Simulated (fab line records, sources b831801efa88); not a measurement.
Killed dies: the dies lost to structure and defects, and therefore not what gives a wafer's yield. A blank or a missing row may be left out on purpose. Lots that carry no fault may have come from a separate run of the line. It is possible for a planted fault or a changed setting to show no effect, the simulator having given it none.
fab line records	flow gf180mcu	part 1 of 2: steps 1 to 33 of 48
record: lots: 5	wafers: 15	last_day: 33
route steps=602 shown VT_IMPLANT@121 MVSD@136 NWELL@137 LVPWELL@138 MVPSD@139 DUAL_GATE@141 POLY_GATE@157
lots that met no fault: from a run of the same line without faults
start_h: start of the lot's first displayed wafer, in hours after the record's first day	wait_h: hours from the lot's prior step to this one	" unchanged from the row above	L1.1+2: one row covering several wafers at once	- value missing, or start not given	* or withheld: withheld	< > ~ a bound
route shown NAME@n: a module of which the file shows steps, and the number in the route of the first	usual: average and standard deviation across the fault-free wafers	same: alike in all rows	chamber/n: place in a boat	sites: readings site by site	_std_site: how widely they spread, as a standard deviation	_edge_site: outer sites' mean less inner sites'	radius_mm: how far each site lies from the wafer's centre	mask NAME#n: copy n	behind: the tool/chamber that last shaped the wafer	hold: the reason the lot was held/the length of the hold in hours/how it ended	device: the n, p or np transistor that did not switch	end of line: the tests these same wafers got at the end of their route	a step given without rows: its recipe and nothing more	killed: dies lost to structure and defects at the first sort, not the wafer's yield	map: the dies of a wafer, with x for killed, . for not killed, _ for no die there
set.NAME: the setting as run; set.NAME@STEP: as run at that earlier step	model.NAME: the simulator's own value behind a step, which no gauge read
lots at selected steps of the route; one table per step, one row per wafer
services: from which hour (start_h, from the record's first day; less than 0 if before it) a tool's chamber was out of use, for how many hours, and why
== steps ==
step: GF_VT_IMPLANT_STRIP_31
recipe: chemistry: O2/N2	power_w: 1400	pressure_mtorr: 1500	platen_temp_c: 250	o2_flow_sccm: 3000	n2_flow_sccm: 300	overash_fraction: 0.5
usual: drypump_motor_current_A: 5.8/0.46	heater_power_w: 331/29	oes_product_au: 0.716/0.0045	strip_time_to_endpoint_s: 12.65/0.03
lot.wafer	tool	chamber	start_h	wait_h	drypump_motor_current_A	heater_power_w	oes_product_au	rf_hours_counter_h	strip_time_to_endpoint_s
L078.1	plasma_asher-04	1	169.31	0.1	5.5	379	0.719	54	12.63
L078.5	"	1	"	"	5.6	368	0.723	-	12.69
L078.6	"	0	"	"	5.5	363	0.715	-	12.71
L079.2	plasma_asher-04	0	180.40	0.1	5.5	370	0.722	56	12.58
L079.3	"	0	"	"	5.5	364	0.714	-	12.62
L079.6	"	0	"	"	5.5	363	0.716	-	12.62
L084.2	plasma_asher-03	1	207.91	0.1	6.5	297	0.707	55	12.63
L084.3	"	0	"	"	5.6	309	0.712	-	12.62
L084.4	"	1	"	"	6.5	305	0.726	-	12.64
L086.4	plasma_asher-04	1	224.35	0.1	5.5	372	0.705	-	12.67
L086.5	"	0	"	"	5.5	374	0.712	-	12.68
L086.6	"	1	"	"	5.5	379	0.717	-	12.69
L091.1	plasma_asher-01	0	252.17	0.1	5.2	343	0.714	49	12.63
L091.3	"	1	"	"	6.3	323	0.717	-	12.64
L091.4	"	0	"	"	5.1	333	0.716	-	12.63
step: GF_VT_IMPLANT_TW_MEAS_32
usual: VT_IMPLANT_3_TW: 268.6/2.1
lot.wafer	tool	chamber	start_h	wait_h	VT_IMPLANT_3_TW
L078.1	film_metro-04	-	169.41	0.1	267.4
L078.5	"	-	"	"	265.7
L078.6	"	-	"	"	266.0
L079.2	film_metro-02	-	180.51	0.1	268.4
L079.3	"	-	"	"	267.9
L079.6	"	-	"	"	268.0
L084.2	film_metro-04	-	208.02	0.1	269.5
L084.3	"	-	"	"	268.8
L084.4	"	-	"	"	268.5
L086.4	film_metro-01	-	224.45	0.1	272.2
L086.5	"	-	"	"	271.7
L086.6	"	-	"	"	271.3
L091.1	film_metro-01	-	252.27	0.1	270.1
L091.3	"	-	"	"	268.4
L091.4	"	-	"	"	270.0
step: GF_VT_IMPLANT_DEHYDRATE_33
recipe: temp_c: 200	time_s: 60
lot.wafer	tool	chamber	start_h	wait_h
L078.1+5+6	litho_track-01	0	176.54	7.1
L079.2+3+6	litho_track-03	0	188.79	8.3
L084.2+3+4	litho_track-03	0	216.09	8.1
L086.4+5+6	litho_track-02	0	232.69	8.2
L091.1+3+4	litho_track-03	0	260.87	8.6
step: GF_VT_IMPLANT_HMDS_34
recipe: prime_time_s: 60	prime_temp_c: 120
lot.wafer	tool	chamber	start_h	wait_h
L078.1+5+6	litho_track-01	0	176.69	0.1
L079.2+3+6	litho_track-03	0	188.94	0.1
L084.2+3+4	litho_track-03	0	216.24	0.1
L086.4+5+6	litho_track-02	0	232.84	0.1
L091.1+3+4	litho_track-03	0	261.02	0.1
step: GF_VT_IMPLANT_COAT_35
recipe: resist: NOVOLAK	spin_rpm: 3000	resist_thk_nm: 1000
lot.wafer	tool	chamber	start_h	wait_h
L078.1+5+6	litho_track-01	0	176.84	0.1
L079.2+3+6	litho_track-03	0	189.09	0.1
L084.2+3+4	litho_track-03	0	216.39	0.1
L086.4+5+6	litho_track-02	0	232.99	0.1
L091.1+3+4	litho_track-03	0	261.17	0.1
step: GF_VT_IMPLANT_SOFTBAKE_36
recipe: temp_c: 90	time_s: 60	resist: NOVOLAK
lot.wafer	tool	chamber	start_h	wait_h
L078.1+5+6	litho_track-01	0	176.99	0.1
L079.2+3+6	litho_track-03	0	189.24	0.1
L084.2+3+4	litho_track-03	0	216.54	0.1
L086.4+5+6	litho_track-02	0	233.14	0.1
L091.1+3+4	litho_track-03	0	261.32	0.1
step: GF_VT_IMPLANT_EXPOSE_37
recipe: mask_id: Nwell_HV_AREA	target_cd_nm: 860	na: 0.6	source_shape: conventional	sigma_outer: 0.6	dose_mj: 140
lot.wafer	tool	chamber	start_h	wait_h	mask
L078.1+5+6	iline_stepper-02	0	-	-	Nwell_HV_AREA#0
L079.2+3+6	iline_stepper-01	0	-	-	Nwell_HV_AREA#0
L084.2+3+4	iline_stepper-02	0	-	-	Nwell_HV_AREA#0
L086.4+5+6	iline_stepper-01	0	-	-	Nwell_HV_AREA#0
L091.1+3+4	iline_stepper-01	0	-	-	Nwell_HV_AREA#0
step: GF_VT_IMPLANT_PEB_38
recipe: temp_c: withheld	time_s: *	resist: NOVOLAK
lot.wafer	tool	chamber	start_h	wait_h
L078.1+5+6	litho_track-01	0	-	-
L079.2+3+6	litho_track-03	0	-	-
L084.2+3+4	litho_track-02	0	-	-
L086.4+5+6	litho_track-03	0	-	-
L091.1+3+4	litho_track-02	0	-	-
step: GF_VT_IMPLANT_DEVELOP_39
recipe: develop_time_s: 60	dev_temp_c: 23
same: develop_time_s: 60
lot.wafer	tool	chamber	start_h	wait_h
L078.1+5+6	litho_track-01	0	185.39	0.1
L079.2+3+6	litho_track-03	0	197.64	0.1
L084.2+3+4	litho_track-02	0	225.54	0.1
L086.4+5+6	litho_track-03	0	241.79	0.1
L091.1+3+4	litho_track-02	0	271.27	0.1
step: GF_VT_IMPLANT_OVL_MEAS_40
usual: VT_IMPLANT_03_OVL: -0.2/1.5
lot.wafer	tool	chamber	start_h	wait_h	VT_IMPLANT_03_OVL[nm]
L078.1	overlay-01	-	185.54	0.1	-0.1
L078.5	"	-	"	"	0.1
L078.6	"	-	"	"	0.8
L079.2	overlay-02	-	197.77	0.1	-1.8
L079.3	"	-	"	"	0.6
L079.6	"	-	"	"	0.7
L084.2	overlay-02	-	225.68	0.1	3.0
L084.3	"	-	"	"	1.9
L084.4	"	-	"	"	2.0
L086.4	overlay-02	-	241.88	0.1	-0.4
L086.5	"	-	"	"	-2.2
L086.6	"	-	"	"	-1.6
L091.1	overlay-01	-	271.42	0.1	-1.2
L091.3	"	-	"	"	-0.3
L091.4	"	-	"	"	-0.9
step: GF_VT_IMPLANT_IMPLANT_41
recipe: species: As	energy_kev: 70	dose_cm2: 1.013e+12	tilt_deg: 7
usual: beam_energy_keV: 69.997/0.02	faraday_current_uA: 5.72/0.1
same: implant_ion_amu: 75
lot.wafer	tool	chamber	start_h	wait_h	beam_energy_keV	faraday_current_uA
L078.1	implanter-01	0	185.57	0.0	70.007	5.85
L078.5	"	0	"	"	69.984	5.76
L078.6	"	0	"	"	70.001	5.84
L079.2	implanter-02	0	197.83	0.0	69.999	5.50
L079.3	"	0	"	"	70.007	5.89
L079.6	"	0	"	"	70.013	5.90
L084.2	implanter-02	0	225.73	0.0	69.992	5.60
L084.3	"	0	"	"	70.003	5.64
L084.4	"	0	"	"	69.960	5.67
L086.4	implanter-01	0	241.98	0.1	70.015	5.58
L086.5	"	0	"	"	69.979	5.57
L086.6	"	0	"	"	69.989	5.70
L091.1	implanter-01	0	271.46	0.0	69.985	5.56
L091.3	"	0	"	"	69.982	5.80
L091.4	"	0	"	"	69.968	5.60
step: GF_VT_IMPLANT_STRIP_42
recipe: chemistry: O2/N2	power_w: 1400	pressure_mtorr: 1500	platen_temp_c: 250	o2_flow_sccm: 3000	n2_flow_sccm: 300	overash_fraction: 0.5
usual: drypump_motor_current_A: 5.8/0.46	heater_power_w: 335/28	oes_product_au: 0.716/0.0048	strip_time_to_endpoint_s: 12.65/0.036
lot.wafer	tool	chamber	start_h	wait_h	drypump_motor_current_A	heater_power_w	oes_product_au	rf_hours_counter_h	strip_time_to_endpoint_s
L078.1	plasma_asher-01	1	185.72	0.1	6.3	320	0.716	42	12.63
L078.5	"	1	"	"	6.3	325	0.723	-	12.65
L078.6	"	0	"	"	5.1	340	0.713	-	12.64
L079.2	plasma_asher-04	0	197.95	0.1	5.5	368	0.713	57	12.71
L079.3	"	0	"	"	5.4	371	0.721	-	12.71
L079.6	"	1	"	"	5.5	368	0.713	-	12.71
L084.2	plasma_asher-01	0	225.86	0.1	5.2	338	0.721	46	12.64
L084.3	"	0	"	"	5.1	328	0.713	-	12.66
L084.4	"	1	"	"	6.3	325	0.723	-	12.61
L086.4	plasma_asher-03	0	242.09	0.1	5.6	315	0.719	-	12.61
L086.5	"	1	"	"	6.4	298	0.719	-	12.64
L086.6	"	0	"	"	5.7	305	0.715	-	12.66
L091.1	plasma_asher-03	0	271.61	0.1	5.7	314	0.717	60	12.67
L091.3	"	0	"	"	5.6	317	0.724	-	12.64
L091.4	"	1	"	"	6.5	294	0.713	-	12.67
step: GF_VT_IMPLANT_TW_MEAS_43
usual: VT_IMPLANT_4_TW: 689/5.4
lot.wafer	tool	chamber	start_h	wait_h	VT_IMPLANT_4_TW
L078.1	film_metro-04	-	185.82	0.1	689
L078.5	"	-	"	"	686
L078.6	"	-	"	"	686
L079.2	film_metro-02	-	198.06	0.1	685
L079.3	"	-	"	"	690
L079.6	"	-	"	"	688
L084.2	film_metro-02	-	225.97	0.1	689
L084.3	"	-	"	"	691
L084.4	"	-	"	"	686
L086.4	film_metro-04	-	242.18	0.1	689
L086.5	"	-	"	"	687
L086.6	"	-	"	"	681
L091.1	film_metro-01	-	271.71	0.1	696
L091.3	"	-	"	"	695
L091.4	"	-	"	"	692
step: GF_VT_IMPLANT_CLEAN_44
recipe: chemistry: SC1/SC2	mix: 1:4:20	temp_c: 70	time_s: 150	dry: n2_spin
lot.wafer	tool	chamber	start_h	wait_h
L078.1+5+6	wet_bench-01	1	185.88	0.1
L079.2+3+6	wet_bench-02	1	198.11	0.0
L084.2+3+4	wet_bench-03	1	226.02	0.0
L086.4+5+6	wet_bench-02	2	242.21	0.0
L091.1+3+4	wet_bench-03	2	271.77	0.1
step: GF_VT_IMPLANT_RTA_45
recipe: temp_c: 1050	time_s: 30	ambient: N2
usual: lamp_power_pct: 32.6/1.5	wafer_temp_C_max: 1056.0/1.4
lot.wafer	tool	chamber	start_h	wait_h	lamp_power_pct	wafer_temp_C_max
L078.1	rtp_anneal-02	0	185.94	0.0	34.0	1054.7
L078.5	"	0	"	"	34.0	1057.0
L078.6	"	0	"	"	33.9	1055.2
L079.2	rtp_anneal-01	0	198.18	0.0	30.9	1058.4
L079.3	"	0	"	"	30.9	1055.4
L079.6	"	0	"	"	30.9	1057.9
L084.2	rtp_anneal-01	0	226.09	0.0	31.0	1054.7
L084.3	"	0	"	"	30.9	1058.8
L084.4	"	0	"	"	31.1	1056.0
L086.4	rtp_anneal-01	0	242.31	0.1	30.9	1057.8
L086.5	"	0	"	"	31.0	1057.2
L086.6	"	0	"	"	30.9	1056.9
L091.1	rtp_anneal-02	0	271.82	0.0	33.9	1055.9
L091.3	"	0	"	"	34.0	1055.3
L091.4	"	0	"	"	33.9	1053.8
step: GF_VT_IMPLANT_RS_MEAS_46
recipe: thk_meas_gauge: four-point-probe
usual: MVSD_RS: 457.7/1.3
lot.wafer	tool	chamber	start_h	wait_h	MVSD_RS[ohm/sq]
L078.1	film_metro-03	-	186.04	0.1	458.2
L078.5	"	-	"	"	458.2
L078.6	"	-	"	"	457.2
L079.2	film_metro-04	-	198.29	0.1	459.0
L079.3	"	-	"	"	459.2
L079.6	"	-	"	"	458.9
L084.2	film_metro-04	-	226.19	0.1	457.6
L084.3	"	-	"	"	458.2
L084.4	"	-	"	"	458.3
L086.4	film_metro-03	-	242.42	0.1	458.9
L086.5	"	-	"	"	459.3
L086.6	"	-	"	"	456.3
L091.1	film_metro-03	-	271.92	0.1	460.1
L091.3	"	-	"	"	458.2
L091.4	"	-	"	"	460.0
step: GF_VT_IMPLANT_RS_MEAS_47
recipe: thk_meas_gauge: four-point-probe
usual: NWELL_RS: 487.4/1.2
lot.wafer	tool	chamber	start_h	wait_h	NWELL_RS[ohm/sq]
L078.1	film_metro-03	-	186.16	0.1	487.3
L078.5	"	-	"	"	487.9
L078.6	"	-	"	"	487.9
L079.2	film_metro-04	-	198.41	0.1	487.7
L079.3	"	-	"	"	487.9
L079.6	"	-	"	"	489.1
L084.2	film_metro-04	-	226.31	0.1	486.3
L084.3	"	-	"	"	486.3
L084.4	"	-	"	"	487.3
L086.4	film_metro-03	-	242.54	0.1	489.0
L086.5	"	-	"	"	488.5
L086.6	"	-	"	"	489.1
L091.1	film_metro-03	-	272.04	0.1	490.6
L091.3	"	-	"	"	487.4
L091.4	"	-	"	"	489.0
step: GF_VT_IMPLANT_RS_MEAS_48
recipe: thk_meas_gauge: four-point-probe
usual: LVPWELL_RS: 1196.8/2.7
lot.wafer	tool	chamber	start_h	wait_h	LVPWELL_RS[ohm/sq]
L078.1	film_metro-03	-	186.28	0.1	1197.2
L078.5	"	-	"	"	1197.0
L078.6	"	-	"	"	1198.3
L079.2	film_metro-04	-	198.53	0.1	1194.9
L079.3	"	-	"	"	1197.1
L079.6	"	-	"	"	1191.8
L084.2	film_metro-04	-	226.43	0.1	1194.7
L084.3	"	-	"	"	1195.1
L084.4	"	-	"	"	1194.9
L086.4	film_metro-03	-	242.66	0.1	1199.4
L086.5	"	-	"	"	1197.0
L086.6	"	-	"	"	1199.0
L091.1	film_metro-03	-	272.16	0.1	1200.8
L091.3	"	-	"	"	1202.9
L091.4	"	-	"	"	1201.4
step: GF_VT_IMPLANT_RS_MEAS_49
recipe: thk_meas_gauge: four-point-probe
usual: MVPSD_RS: 1169/3.3
lot.wafer	tool	chamber	start_h	wait_h	MVPSD_RS[ohm/sq]
L078.1	film_metro-03	-	186.40	0.1	1173
L078.5	"	-	"	"	1171
L078.6	"	-	"	"	1171
L079.2	film_metro-04	-	198.65	0.1	1170
L079.3	"	-	"	"	1168
L079.6	"	-	"	"	1171
L084.2	film_metro-04	-	226.55	0.1	1165
L084.3	"	-	"	"	1168
L084.4	"	-	"	"	1169
L086.4	film_metro-03	-	242.78	0.1	1176
L086.5	"	-	"	"	1172
L086.6	"	-	"	"	1172
L091.1	film_metro-03	-	272.28	0.1	1170
L091.3	"	-	"	"	1173
L091.4	"	-	"	"	1169
step: GF_VT_IMPLANT_WET_ETCH_50
recipe: chemistry: dHF	target_depth_nm: 20	target: SiO2	temp_c: 25	dilution: 100:1	time_s: 400
lot.wafer	tool	chamber	start_h	wait_h
L078.1+5+6	wet_bench-02	3	186.52	0.1
L079.2+3+6	wet_bench-01	2	198.75	0.1
L084.2+3+4	wet_bench-02	1	226.65	0.1
L086.4+5+6	wet_bench-03	2	242.84	0.0
L091.1+3+4	wet_bench-01	2	272.40	0.1
step: GF_DUAL_GATE_CLEAN_00
recipe: chemistry: SC1/SC2	mix: 1:4:20	temp_c: 70	time_s: 150
lot.wafer	tool	chamber	start_h	wait_h
L078.1+5+6	wet_bench-01	3	186.65	0.0
L079.2+3+6	wet_bench-03	1	198.88	0.0
L084.2+3+4	wet_bench-01	0	226.77	0.0
L086.4+5+6	wet_bench-01	3	242.96	0.0
L091.1+3+4	wet_bench-02	3	272.51	0.0
step: GF_DUAL_GATE_CLEAN_01
recipe: chemistry: dHF	time_s: 20	dilution: 100:1	dry: ipa_marangoni
lot.wafer	tool	chamber	start_h	wait_h
L078.1+5+6	wet_bench-03	2	186.70	0.0
L079.2+3+6	wet_bench-02	0	198.93	0.0
L084.2+3+4	wet_bench-03	2	226.82	0.0
L086.4+5+6	wet_bench-02	2	243.01	0.0
L091.1+3+4	wet_bench-03	3	272.56	0.0
step: GF_DUAL_GATE_OXIDATION_02
recipe: temp_c: 900	ambient: O2	stabilise_s: 600	purge_s: 300	target_thk_a: 108.87	ox_time_s: 1602
same: stabilise_s: 600
lot.wafer	tool	chamber	start_h	wait_h
L078.1+5+6	furnace-01	0	187.85	1.1
L079.2+3+6	furnace-01	0	198.94	0.0
L084.2+3+4	furnace-01	0	226.84	0.0
L086.4+5+6	furnace-02	0	243.29	0.3
L091.1+3+4	furnace-01	0	272.58	0.0
step: GF_DUAL_GATE_THK_MEAS_03
recipe: reads: SiO2_of_DUAL_GATE_OXIDATION_02
usual: DUAL_GATE_OXIDATION_00_THK: 10.81/0.26
lot.wafer	tool	chamber	start_h	wait_h	DUAL_GATE_OXIDATION_00_THK[nm]
L078.1	film_metro-02	-	189.29	0.0	10.81
L078.5	"	-	"	"	10.91
L078.6	"	-	"	"	10.70
L079.2	film_metro-02	-	200.40	0.0	10.54
L079.3	"	-	"	"	10.77
L079.6	"	-	"	"	10.58
L084.2	film_metro-03	-	228.29	0.0	11.04
L084.3	"	-	"	"	11.25
L084.4	"	-	"	"	11.12
L086.4	film_metro-04	-	244.77	0.0	10.59
L086.5	"	-	"	"	10.28
L086.6	"	-	"	"	10.61
L091.1	film_metro-03	-	274.02	0.0	11.16
L091.3	"	-	"	"	11.02
L091.4	"	-	"	"	11.19
step: GF_DUAL_GATE_DEHYDRATE_04
recipe: temp_c: 200	time_s: 60
lot.wafer	tool	chamber	start_h	wait_h
L078.1+5+6	litho_track-04	0	197.32	8.0
L079.2+3+6	litho_track-04	0	208.44	8.0
L084.2+3+4	litho_track-02	0	236.09	7.8
L086.4+5+6	litho_track-04	0	252.84	8.1
L091.1+3+4	litho_track-02	0	283.22	9.2
step: GF_DUAL_GATE_HMDS_05
recipe: prime_time_s: 60	prime_temp_c: 120
lot.wafer	tool	chamber	start_h	wait_h
L078.1+5+6	litho_track-04	0	197.47	0.1
L079.2+3+6	litho_track-04	0	208.59	0.1
L084.2+3+4	litho_track-02	0	236.24	0.1
L086.4+5+6	litho_track-04	0	252.99	0.1
L091.1+3+4	litho_track-02	0	283.37	0.1
step: GF_DUAL_GATE_COAT_06
recipe: resist: NOVOLAK	spin_rpm: 3036	resist_thk_nm: 1000
lot.wafer	tool	chamber	start_h	wait_h
L078.1+5+6	litho_track-04	0	197.62	0.1
L079.2+3+6	litho_track-04	0	208.74	0.1
L084.2+3+4	litho_track-02	0	236.39	0.1
L086.4+5+6	litho_track-04	0	253.14	0.1
L091.1+3+4	litho_track-02	0	283.52	0.1
step: GF_DUAL_GATE_SOFTBAKE_07
recipe: temp_c: 90	time_s: 60	resist: NOVOLAK
lot.wafer	tool	chamber	start_h	wait_h
L078.1+5+6	litho_track-04	0	197.77	0.1
L079.2+3+6	litho_track-04	0	208.89	0.1
L084.2+3+4	litho_track-02	0	236.54	0.1
L086.4+5+6	litho_track-04	0	253.29	0.1
L091.1+3+4	litho_track-02	0	283.67	0.1
step: GF_DUAL_GATE_EXPOSE_08
recipe: mask_id: Dualgate	target_cd_nm: 700	na: 0.6	source_shape: conventional	sigma_outer: 0.6	dose_mj: 140
lot.wafer	tool	chamber	start_h	wait_h	mask
L078.1+5+6	iline_stepper-01	0	-	-	Dualgate#0
L079.2+3+6	iline_stepper-02	0	-	-	Dualgate#0
L084.2+3+4	iline_stepper-02	0	-	-	Dualgate#0
L086.4+5+6	iline_stepper-01	0	-	-	Dualgate#0
L091.1+3+4	iline_stepper-02	0	-	-	Dualgate#0
step: GF_DUAL_GATE_PEB_09
recipe: temp_c: withheld	time_s: *	resist: NOVOLAK
lot.wafer	tool	chamber	start_h	wait_h
L078.1+5+6	litho_track-04	0	-	-
L079.2+3+6	litho_track-04	0	-	-
L084.2+3+4	litho_track-03	0	-	-
L086.4+5+6	litho_track-02	0	-	-
L091.1+3+4	litho_track-03	0	-	-
step: GF_DUAL_GATE_DEVELOP_10
recipe: develop_time_s: 60	dev_temp_c: 23
same: develop_time_s: 60
lot.wafer	tool	chamber	start_h	wait_h
L078.1+5+6	litho_track-04	0	206.42	0.1
L079.2+3+6	litho_track-04	0	217.19	0.1
L084.2+3+4	litho_track-03	0	246.09	0.1
L086.4+5+6	litho_track-02	0	262.04	0.1
L091.1+3+4	litho_track-03	0	293.37	0.1
step: GF_DUAL_GATE_OVL_MEAS_11
usual: DUAL_GATE_OVL: -0.4/1.5
lot.wafer	tool	chamber	start_h	wait_h	DUAL_GATE_OVL[nm]
L078.1	overlay-02	-	206.57	0.1	-1.6
L078.5	"	-	"	"	-1.6
L078.6	"	-	"	"	-2.5
L079.2	overlay-02	-	217.32	0.1	-1.7
L079.3	"	-	"	"	-0.6
L079.6	"	-	"	"	-1.5
L084.2	overlay-01	-	246.22	0.1	-1.6
L084.3	"	-	"	"	-0.8
L084.4	"	-	"	"	-0.8
L086.4	overlay-01	-	262.14	0.1	1.9
L086.5	"	-	"	"	1.1
L086.6	"	-	"	"	0.9
L091.1	overlay-01	-	293.52	0.1	2.4
L091.3	"	-	"	"	2.0
L091.4	"	-	"	"	2.6
step: GF_DUAL_GATE_WET_ETCH_12
recipe: chemistry: dHF	target_depth_nm: 13	dry: n2_spin	target: SiO2	temp_c: 25	dilution: 100:1	time_s: 260
lot.wafer	tool	chamber	start_h	wait_h
L078.1+5+6	wet_bench-02	3	206.60	0.0
L079.2+3+6	wet_bench-03	0	217.35	0.0
L084.2+3+4	wet_bench-03	2	246.25	0.0
L086.4+5+6	wet_bench-03	2	262.16	0.0
L091.1+3+4	wet_bench-01	0	293.55	0.0
